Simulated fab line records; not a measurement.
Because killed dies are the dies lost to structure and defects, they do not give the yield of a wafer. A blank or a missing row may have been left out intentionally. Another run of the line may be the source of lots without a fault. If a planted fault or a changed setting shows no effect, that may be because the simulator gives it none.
Which of the tools did it?    flow sky130    Sampling: 15 lots, 44 wafers, 4 of 708 route steps

== WHAT THE GAUGES SHOWED, per wafer ==
SKY_DNWELL_TW_MEAS_09.
lot   measured     on            DNWELL_TW
L921  day 3 14:48  filmMetro-03  1113 1117 1109
L923  day 3 20:18  filmMetro-03  1114 1111 1103
L924  day 4 02:49  filmMetro-03  1111 1114 1108
L925  day 4 05:42  filmMetro-03  1107 1113 1108
L926  day 4 10:00  filmMetro-03  1107 1108 1101
L928  day 4 19:24  filmMetro-04  1117 1122 1117
L929  day 5 03:10  filmMetro-03  1115 1122
L931  day 5 09:46  filmMetro-02  1117 1115 1115
L932  day 5 14:47  filmMetro-04  1123 1124 1120
L933  day 6 00:11  filmMetro-02  1128 1127 1128
L934  day 6 07:36  filmMetro-03  1114 1114 1118
L938  day 6 23:41  filmMetro-02  1127 1130 1129

SKY_NWELL_TW_MEAS_26.
lot   measured     on            NWELL_2_TW
L921  day 5 16:59  filmMetro-03  497 495 493
L923  day 6 01:15  filmMetro-03  491 491 493
L924  day 6 07:31  filmMetro-04  501 499 499
L925  day 6 11:18  filmMetro-04  499 496 498
L926  day 6 13:46  filmMetro-04  499 500 500
L928  day 7 03:28  filmMetro-03  492 492 493
L929  day 7 12:18  filmMetro-04  499 499
L931  day 7 19:28  filmMetro-02  498 497 497
L932  day 8 01:17  filmMetro-03  494 495 493
L933  day 8 12:48  filmMetro-03  496 493 490
L934  day 8 20:59  filmMetro-04  502 504 505
L938  day 9 16:04  filmMetro-02  501 501 502

== EACH LOT AND THE TOOL THAT RAN IT (in order: tool; ch and the chambers of the sampled wafers; start) ==
lot   SKY_FIELD_ISO_OXIDATION_22    SKY_NWELL_STRIP_14
L921  furnace-02 ch 0, day 2 12:14  plasmaAsher-03 ch 0,1, day 5 00:12
L923  furnace-02 ch 0, day 2 20:16  plasmaAsher-03 ch 0,1, day 5 07:20
L924  furnace-02 ch 0, day 3 00:26  plasmaAsher-01 ch 0,1, day 5 12:31
L925  furnace-01 ch 0, day 3 06:15  plasmaAsher-01 ch 0,1, day 5 16:16
L926  furnace-01 ch 0, day 3 10:41  plasmaAsher-01 ch 0,1, day 5 18:37
L928  furnace-02 ch 0, day 3 21:05  plasmaAsher-01 ch 1, day 6 08:03
L929  furnace-01 ch 0, day 4 03:02  plasmaAsher-03 ch 1, day 6 16:35
L931  furnace-01 ch 0, day 4 10:33  plasmaAsher-01 ch 0,1, day 6 23:15
L932  furnace-01 ch 0, day 4 16:19  plasmaAsher-04 ch 0,1, day 7 04:36
L933  furnace-01 ch 0, day 4 21:22  plasmaAsher-01 ch 0,1, day 7 15:38
L934  furnace-02 ch 0, day 5 03:49  plasmaAsher-04 ch 0,1, day 7 23:40
L938  furnace-01 ch 0, day 5 22:53  plasmaAsher-03 ch 0,1, day 8 17:31
L942  furnace-01, day 6 20:26       -
L943  furnace-01, day 7 00:28       -
L944  furnace-02, day 7 04:13       -
- SKY_FIELD_ISO_OXIDATION_22: stabilise 600 s, purge 300 s, target thk 10 nm.
- SKY_NWELL_STRIP_14: strips in O2/N2.

== WHAT THE TOOLS THEMSELVES READ (means of the sampled wafers that have a number; where no wafer has one, the mark that the record gives instead) ==
SKY_FIELD_ISO_OXIDATION_22.
lot   tool        oxTempC (C)  oxTempCMax  zonePowerBottomPct (%)
L921  furnace-02  949.7        955.8       31.8
L923  furnace-02  949.7        955.3       31.7
L924  furnace-02  949.9        956.5       31.5
L925  furnace-01  949.8        953.2       27.8
L926  furnace-01  950.5        954.0       27.8
L928  furnace-02  950.2        956.0       31.7
L929  furnace-01  949.9        954.4       28.1
L931  furnace-01  949.8        953.1       28.0
L932  furnace-01  950.3        953.0       28.1
L933  furnace-01  950.2        953.1       27.8
L934  furnace-02  950.0        956.9       31.6
L938  furnace-01  950.1        953.3       27.9
L942  furnace-01  -            -           -
L943  furnace-01  -            -           -
L944  furnace-02  -            -           -

SKY_NWELL_STRIP_14.
lot   tool            drypumpMotorCurrentA (A)  n2FlowSccm (sccm)  oesProductAu (a.u.)  stripTimeToEndpointS (s)
L921  plasmaAsher-03  5.5                       301.2              0.721                36.94
L923  plasmaAsher-03  5.4                       300.2              0.722                36.84
L924  plasmaAsher-01  5.6                       300.3              0.723                37.06
L925  plasmaAsher-01  5.9                       300.3              0.722                37.02
L926  plasmaAsher-01  5.6                       299.6              0.720                36.82
L928  plasmaAsher-01  6.1                       300.5              0.724                36.82
L929  plasmaAsher-03  5.5                       299.6              0.724                36.86
L931  plasmaAsher-01  5.6                       300.4              0.723                36.81
L932  plasmaAsher-04  5.9                       299.7              0.724                36.80
L933  plasmaAsher-01  5.9                       300.1              0.724                36.93
L934  plasmaAsher-04  5.5                       301.1              0.724                36.89
L938  plasmaAsher-03  5.5                       298.9              0.724                37.00

== THE ANSWER, worked out from the rows above alone ==
Rule: the usual values come from the lots themselves. Put in order of their means at a reading, lots are off if they are a third of the lots or fewer, leave a main group of 4 or more, and stand apart from it by a gap of 3 or more times the standard deviation of the main group's means; of several such gaps the widest counts. Not used: any main group whose means are identical at the precision the tables above print for the reading. Also off: a lot with no number at a reading for which 4 or more lots have one. Any other lot the step has rows for is counted as sound. First the gauges in route order, then the tools' own readings, where a lot's mean is used as printed above. At the first step where some lot is off, the reading lying furthest off is the one used; lots without a number count as furthest.
Off, at SKY_FIELD_ISO_OXIDATION_22 on oxTempC: L942, L943, L944. Without a number there: L942, L943, L944. Main group: mean 950.0 C, sd 0.24.
A tool fits if, at that step or a process step before it, it ran every lot that is off, and no sound lot after the first of them. None of those tried fits.

== WHAT WAS PUT IN BY THE SIMULATOR ==
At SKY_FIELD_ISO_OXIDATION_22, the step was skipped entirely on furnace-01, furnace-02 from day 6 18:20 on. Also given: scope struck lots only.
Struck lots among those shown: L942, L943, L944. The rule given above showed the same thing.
